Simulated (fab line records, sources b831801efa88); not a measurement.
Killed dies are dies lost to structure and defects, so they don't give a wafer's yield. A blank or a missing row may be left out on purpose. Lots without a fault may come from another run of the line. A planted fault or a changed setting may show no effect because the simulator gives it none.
A struck lot beside a sound one | flow gf180mcu | 38 steps out of a route of 602
Sound: wafers L736.1, L736.3, L736.5. Struck: wafer L748.3. (L748.4, L748.6 of the same lot were not struck and are left out.) The cause comes at the end.
At each step with rows: each side's tool, then ch and its chambers, then its first start. Under that, the readings that differ: sound wafers | struck wafers | difference of the means | sigmas: that difference in standard deviations of wafers without a fault.
alike: readings whose means differ by less than 2 such deviations, and words and numbers that are the same on both sides. not compared: withheld readings, readings that some wafer has no value for, bounds like >300 that may hide the same value, and numbers for which the record gives no deviation and whose values overlap.
The two part at a step that has a row with sigmas, a row that says differs or no value, or rows on one side only. Numbers that don't overlap but have no deviation are shown without sigmas and don't part them. A reading that every wafer of one side lacks parts them only if that side has two wafers or more.

first, 1 step without rows for these wafers: GF_SALICIDE_WET_ETCH_01 (etches SiO2 in dHF, target depth 5 nm, time 100 s).
GF_SALICIDE_SPUTTER_02: material Co, target thk 10 nm, time 20 s.
  sound on pvd_sputter-02, day 16 05:01; struck on pvd_sputter-01, day 20 19:31
  alike: throttle_valve_pct
GF_SALICIDE_SPUTTER_03: material TiN, target thk 20 nm, time 16.7 s.
  sound on pvd_sputter-02, day 16 05:03; struck on pvd_sputter-01, day 20 19:32
  alike: throttle_valve_pct
GF_SALICIDE_RS_MEAS_04: measures by four-point-probe.
  sound on film_metro-01, day 16 05:04; struck on film_metro-01, day 20 19:37
  alike: SALICIDE_TIN_RS
GF_SALICIDE_THK_MEAS_05: measures by xrf.
  sound on film_metro-01, day 16 05:11; struck on film_metro-01, day 20 19:43
  alike: SALICIDE_TIN_THK
then, 4 steps without rows for these wafers: GF_SALICIDE_RTA_06 (time 30 s); GF_SALICIDE_WET_ETCH_07 (etches the open film in SPM, target depth 120 nm); GF_SALICIDE_RTA_08 (time 30 s); GF_CONTACT_CVD_00 (deposits SiO2, target thk 300 nm, time 50 s).
GF_CONTACT_THK_MEAS_01:
  sound on film_metro-02, day 16 05:35; struck on film_metro-04, day 20 20:06
  alike: CONTACT_CVD_00_THK
GF_CONTACT_CVD_02: deposits SiO2 from TEOS, target thk 860 nm, time 95.992 s.
  sound on pecvd-03 ch 0,1, day 16 05:39; struck on pecvd-02 ch 1, day 20 20:08
  reading                  | sound       | struck | difference | sigmas
  heater_power_outer_w (W) | 440 515 342 | 263    | -169       | -3
  heater_power_w (W)       | 692 809 584 | 468    | -227       | -3
GF_CONTACT_THK_MEAS_03:
  sound on film_metro-03, day 16 05:43; struck on film_metro-03, day 20 20:14
  alike: CONTACT_CVD_02_THK
GF_CONTACT_CMP_04: polishes SiO2.
  sound on cmp-02 ch 0,2,3, day 16 05:47; struck on cmp-01 ch 1, day 20 20:19
  reading                                  | sound             | struck | difference | sigmas
  time_to_endpoint_s (s)                   | 113 102 112       | 86     | -23        | -4
  model.SiO2_of_CONTACT_CVD_02.thk_nm (nm) | 559.8 557.6 557.6 | 616.3  | +58.0      |
  alike: motor_current_A
GF_CONTACT_BOW_MEAS_05:
  sound on film_metro-02, day 16 06:06; struck on film_metro-03, day 20 20:37
  alike: CONTACT_BOW
then, 8 steps without rows for these wafers: GF_CONTACT_DEHYDRATE_06 (time 60 s); GF_CONTACT_HMDS_07 (prime time 60 s); GF_CONTACT_COAT_08; GF_CONTACT_COAT_09 (resist thk 1000 nm); GF_CONTACT_SOFTBAKE_10 (time 60 s); GF_CONTACT_EXPOSE_11 (exposes mask Contact, target cd 220 nm); GF_CONTACT_PEB_12 (peb time 90 s); GF_CONTACT_DEVELOP_13 (develop time 60 s).
GF_CONTACT_CD_MEAS_14: target cd 220 nm.
  sound on cd_sem-02, day 17 05:17; struck on cd_sem-02, day 21 20:19
  alike: cd_nm
GF_CONTACT_OVL_MEAS_15:
  sound on overlay-02, day 17 05:25; struck on overlay-02, day 21 20:25
  reading          | sound | struck | difference | sigmas
  CONTACT_OVL (nm) | 4 4 2 | -10    | -13        | -2
GF_CONTACT_ETCH_16: etches BARC in N2/H2.
  sound on rie_diel-04 ch 1,2, day 17 05:26; struck on rie_diel-03 ch 2, day 21 20:26
  reading               | sound             | struck | difference | sigmas
  oes_product_au (a.u.) | 0.859 0.862 0.861 | 0.844  | -0.017     | -3
  alike: drypump_motor_current_A, throttle_valve_pct
GF_CONTACT_ETCH_17: etches SiO2 in C4F8/O2/Ar, stops on CoSi2, target depth 860 nm.
  sound on rie_diel-04 ch 1,2; struck on rie_diel-03 ch 2
  reading                             | sound             | struck | difference | sigmas
  oes_product_au (a.u.)               | 0.809 0.817 0.808 | 0.849  | +0.038     | +8
  model.CONTACT.feature_depth_nm (nm) | 859.7 854.6 854.5 | 915.6  | +59.3      |
  model.etch.depth_nm (nm)            | 859.7 854.6 854.5 | 915.6  | +59.3      |
then, 5 steps without rows for these wafers: GF_CONTACT_STRIP_18 (strips in O2/N2); GF_CONTACT_CLEAN_19 (cleans in SPM); GF_CONTACT_CLEAN_20 (cleans in DIW); GF_CONTACT_CLEAN_21 (cleans in dHF, time 20 s); GF_CONTACT_SPUTTER_22 (material Ti, target thk 15 nm, time 80.02 s).
GF_CONTACT_SPUTTER_23: material TiN, target thk 10 nm, time 40 s.
  sound on pvd_sputter-03, day 17 05:58; struck on pvd_sputter-01, day 21 20:57
  alike: throttle_valve_pct
then, 1 step without rows for these wafers: GF_CONTACT_CVD_24 (deposits W, target thk 300 nm, time 90.339 s).
GF_CONTACT_RS_MEAS_25: measures by four-point-probe.
  sound on film_metro-02, day 17 06:07; struck on film_metro-02, day 21 21:08
  alike: CONTACT_W_RS
GF_CONTACT_THK_MEAS_26: measures by xrf.
  sound on film_metro-02, day 17 06:14; struck on film_metro-02, day 21 21:14
  alike: CONTACT_W_THK
GF_CONTACT_CMP_27: polishes, stops on SiO2, t overpolish 15 s, target thk 0 nm.
  sound on cmp-01 ch 0,2, day 17 06:18; struck on cmp-01 ch 2, day 21 21:22
  reading                                  | sound           | struck | difference | sigmas
  model.SiO2_of_CONTACT_CVD_02.thk_nm (nm) | 553 550.8 550.9 | 609.5  | +57.9      |
  alike: motor_current_A
then, 2 steps without rows for these wafers: GF_M1_SPUTTER_00 (material Ti, target thk 37.5 nm, time 150 s); GF_PASSIVATION_PROBE_99.

WHERE THEY PART
First at GF_CONTACT_CVD_02; last, within this record, at GF_CONTACT_ETCH_17. Later steps at which nothing parts them and some readings are alike: GF_CONTACT_SPUTTER_23, GF_CONTACT_RS_MEAS_25, GF_CONTACT_THK_MEAS_26, GF_CONTACT_CMP_27.

WHY: what the simulator had put in
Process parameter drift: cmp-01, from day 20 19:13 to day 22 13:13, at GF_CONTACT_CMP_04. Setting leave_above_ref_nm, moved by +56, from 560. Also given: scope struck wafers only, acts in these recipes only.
